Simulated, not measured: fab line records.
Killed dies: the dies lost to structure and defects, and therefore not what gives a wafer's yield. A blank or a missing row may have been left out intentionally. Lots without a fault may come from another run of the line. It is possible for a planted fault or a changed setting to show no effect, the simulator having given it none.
A lot that was struck, set against a sound lot | flow sky130 | 34 out of 708 route steps
Sound: these wafers, L345.2, L345.4, L345.5. Struck: wafers L352.1, L352.2. (L352.4 of the same lot was not struck and is left out.) The cause comes at the end.
Per side, at each step with rows, come the tool, then ch with its chambers, and then its first start. Under that, the readings that differ: sound wafers | struck wafers | difference of the means | sigmas: that difference in standard deviations of wafers without a fault.
alike: same words and numbers on both sides, and readings whose means sit less than 2 such deviations apart. not compared: any withheld reading, any reading some wafer has no value for, any bound like >300 that may hide the same value, and any number with overlapping values for which the record gives no deviation.
The two part at a step that has a row with sigmas, a row that says differs or no value, or rows on one side only. Non-overlapping numbers with no deviation appear without sigmas and do not part them. Lack of a reading on every wafer of one side parts them only where that side has two or more wafers.

first, 5 steps without rows for these wafers: SKY_METAL5_SOFTBAKE_10 (time 60 s); SKY_METAL5_EXPOSE_11 (exposes mask MM5, target cd 1600 nm); SKY_METAL5_PEB_12; SKY_METAL5_DEVELOP_13 (develop time 60 s); SKY_METAL5_DESCUM_14 (chemistry O2, time 11 s).
SKY_METAL5_METAL_ETCH_15: etches the open film in Cl2/BCl3, stops on SiO2, target depth 1260 nm, time 252 s.
  sound on rie_metal-04 ch 0,1, day 45 08:49; struck on rie_metal-04 ch 0,1, day 46 15:50
  alike: bias_w, drypump_motor_current_A, oes_product_au, throttle_valve_pct
  not compared: rf_hours_counter_h
SKY_METAL5_STRIP_16: strips in O2/N2.
  sound on plasma_asher-03 ch 0,1, day 45 09:02; struck on plasma_asher-03 ch 0,1, day 46 16:04
  alike: drypump_motor_current_A, oes_product_au, strip_time_to_endpoint_s
  not compared: rf_hours_counter_h
then, 3 steps without rows for these wafers: SKY_METAL5_STRIP_17 (strips in post etch residue remover, time 1200 s); SKY_METAL5_CLEAN_18 (cleans in IPA, time 180 s); SKY_METAL5_CLEAN_19 (cleans in O3/DIW).
SKY_PASSIVATION_CVD_00: deposits SiO2, target thk 90 nm.
  sound on pecvd-01 ch 0,1,2, day 45 09:59; struck on pecvd-04 ch 0,1, day 46 17:04
  alike: heater_power_w
SKY_PASSIVATION_THK_MEAS_01:
  sound on film_metro-04, day 45 10:01; struck on film_metro-04, day 46 17:05
  alike: PASSIVATION_CVD_00_THK
SKY_PASSIVATION_CVD_02: deposits Si3N4, target thk 540 nm.
  sound on pecvd-02 ch 1,2, day 45 10:04; struck on pecvd-01 ch 0,2, day 46 17:08
  reading                                       | sound             | struck    | difference | sigmas
  model.Si3N4_of_PASSIVATION_CVD_02.thk_nm (nm) | 544.5 546.7 544.2 | 635.5 630 | +87.6      |
  alike: heater_power_w
SKY_PASSIVATION_THK_MEAS_03:
  sound on film_metro-03, day 45 10:17; struck on film_metro-04, day 46 17:35
  reading                     | sound       | struck  | difference | sigmas
  PASSIVATION_CVD_02_THK (nm) | 544 547 544 | 636 630 | +88        | +12
  not compared: hold
then, 6 steps without rows for these wafers: SKY_PASSIVATION_HMDS_05 (prime time 60 s); SKY_PASSIVATION_COAT_06 (resist thk 3000 nm); SKY_PASSIVATION_SOFTBAKE_07; SKY_PASSIVATION_EXPOSE_08 (exposes mask NSM, target cd 3000 nm); SKY_PASSIVATION_PEB_09; SKY_PASSIVATION_DEVELOP_10 (develop time 60 s).
SKY_PASSIVATION_ETCH_11: etches the open film in CF4/O2, stops on AlCu, target depth 725 nm, time 161.1 s.
  sound on rie_diel-03 ch 0,1, day 46 06:24; struck on rie_diel-01 ch 2,3, day 47 14:31
  reading                                 | sound           | struck      | difference | sigmas
  model.PASSIVATION.feature_depth_nm (nm) | 707.4 713.1 711 | 725.3 720.8 | +12.5      |
  model.etch.depth_nm (nm)                | 707.4 713.1 711 | 725.3 720.8 | +12.5      |
  alike: bias_w, drypump_motor_current_A, oes_product_au, throttle_valve_pct
  not compared: rf_hours_counter_h
SKY_PASSIVATION_STRIP_12: strips in O2/N2.
  sound on plasma_asher-04 ch 0,1, day 46 06:30; struck on plasma_asher-02 ch 0,1, day 47 14:38
  alike: drypump_motor_current_A, oes_product_au, strip_time_to_endpoint_s
  not compared: rf_hours_counter_h
then, 7 steps without rows for these wafers: SKY_PAD_OPEN_DEHYDRATE_00 (time 60 s); SKY_PAD_OPEN_HMDS_01 (prime time 60 s); SKY_PAD_OPEN_COAT_02 (resist thk 3000 nm); SKY_PAD_OPEN_SOFTBAKE_03; SKY_PAD_OPEN_EXPOSE_04 (exposes mask PDM, target cd 60000 nm); SKY_PAD_OPEN_PEB_05; SKY_PAD_OPEN_DEVELOP_06 (develop time 60 s).
SKY_PAD_OPEN_ETCH_07: etches the open film in CF4/O2, stops on AlCu, target depth 725 nm, time 161.1 s.
  sound on rie_diel-01 ch 0,2, day 47 03:05; struck on rie_diel-04 ch 0,3, day 48 10:02
  reading                              | sound           | struck      | difference | sigmas
  model.PAD_OPEN.feature_depth_nm (nm) | 707.4 713.1 711 | 725.8 720.8 | +12.8      |
  model.etch.depth_nm (nm)             | 707.4 713.1 711 | 725.8 720.8 | +12.8      |
  alike: bias_w, drypump_motor_current_A, oes_product_au, throttle_valve_pct
  not compared: rf_hours_counter_h
SKY_PAD_OPEN_STRIP_08: strips in O2/N2.
  sound on plasma_asher-04 ch 0,1, day 47 03:12; struck on plasma_asher-02 ch 0,1, day 48 10:09
  reading                     | sound       | struck  | difference | sigmas
  drypump_motor_current_A (A) | 6.0 5.9 6.0 | 5.2 5.2 | -0.8       | -2
  alike: oes_product_au, strip_time_to_endpoint_s
  not compared: rf_hours_counter_h
SKY_PAD_OPEN_STRIP_09: strips in post etch residue remover, time 1200 s.
  sound on wet_bench-02 ch 1, day 47 03:18; struck on wet_bench-02 ch 1, day 48 10:15
  reading                                       | sound             | struck      | difference | sigmas
  model.Si3N4_of_PASSIVATION_CVD_02.thk_nm (nm) | 544.1 546.3 543.9 | 635.1 629.7 | +87.6      |
  alike: bath_guard_temp_C
then, 2 steps without rows for these wafers: SKY_PAD_OPEN_CLEAN_10 (cleans in IPA, time 180 s); SKY_PAD_OPEN_PROBE_99.

## WHERE THEY PART
Earliest at SKY_PASSIVATION_THK_MEAS_03; latest, in this record, at SKY_PAD_OPEN_STRIP_08. Later steps at which nothing parts them and some readings are alike: SKY_PAD_OPEN_STRIP_09.

WHY: whatever the simulator had introduced
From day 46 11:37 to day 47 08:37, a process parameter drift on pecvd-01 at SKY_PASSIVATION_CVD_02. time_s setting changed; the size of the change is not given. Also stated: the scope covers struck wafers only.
